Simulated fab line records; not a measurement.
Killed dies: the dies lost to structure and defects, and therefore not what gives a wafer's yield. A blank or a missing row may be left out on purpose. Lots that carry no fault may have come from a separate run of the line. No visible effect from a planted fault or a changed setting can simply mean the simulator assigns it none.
Chamber matching ; flow sky130 ; SKY_CONTACT_CMP_04 on cmp-02: 4 sister chambers
The step polishes SiO2. 16 wafers are shown with their chamber, then 7 later ones without.

WAFERS WITH THEIR CHAMBER
wafer;chamber;motorCurrentA (A);timeToEndpointS (s);edgeZonePressureFrac
L262.3;3;9.9;83;1.004
L262.4;0;11.1;84;1.001
L262.5;2;10.6;81;0.998
L263.3;1;11.8;79;0.994
L263.5;0;11.2;80;1.001
L263.6;1;11.6;79;1.000
L266.1;1;11.7;80;1.002
L266.4;2;10.9;84;0.995
L266.6;1;11.7;83;1.004
L267.1;3;11.3;87;1.000
L267.2;2;11.1;87;1.002
L267.3;0;10.5;87;1.003
L272.4;1;11.6;82;1.006
L273.3;0;10.6;74;0.997
L273.5;3;9.8;74;0.999
L273.6;0;10.6;76;0.998

SIGNATURES (means of the wafers above)
reading;chamber 0;chamber 1;chamber 2;chamber 3;scatter within a chamber
motorCurrentA;10.800;11.680;10.867;10.333;0.406
timeToEndpointS;80.20;80.60;84.00;81.33;4.44
edgeZonePressureFrac;1.00000;1.00120;0.99833;1.00100;0.00351
Rule: for each reading, subtract the chamber's mean from the wafer's reading, divide by that reading's scatter and square the result; add these up over the readings and take the root, which gives the wafer's distance from the chamber. The wafer belongs to the nearest chamber; if the next one is less than 2 further off, it can't be placed. The scatter: the root of (the sum of the squares of (reading less its chamber's mean) over the shown wafers, divided by (wafers less chambers)).

WAFERS WITHOUT THEIR CHAMBER
wafer;motorCurrentA (A);timeToEndpointS (s);edgeZonePressureFrac
L274.2;10.4;87;1.003
L277.1;11.2;82;0.994
L277.2;12.2;81;1.003
L277.5;10.3;79;0.999
L278.1;9.6;85;0.992
L278.2;10.3;83;1.001
L278.5;12.1;81;1.001

EACH ONE'S CHAMBER
wafer;from the rows above;in truth
L274.2;can't be placed: 3 or 2 or 0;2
L277.1;can't be placed: 2 or 0 or 1 or 3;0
L277.2;1;1
L277.5;can't be placed: 3 or 0 or 2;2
L278.1;can't be placed: 3 or 2 or 0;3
L278.2;can't be placed: 3 or 0 or 2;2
L278.5;1;1
Correctly placed: 2 of 7. Unplaceable from these rows: 5, with the true chamber sitting among the candidates in 5. 0 placed wrongly.
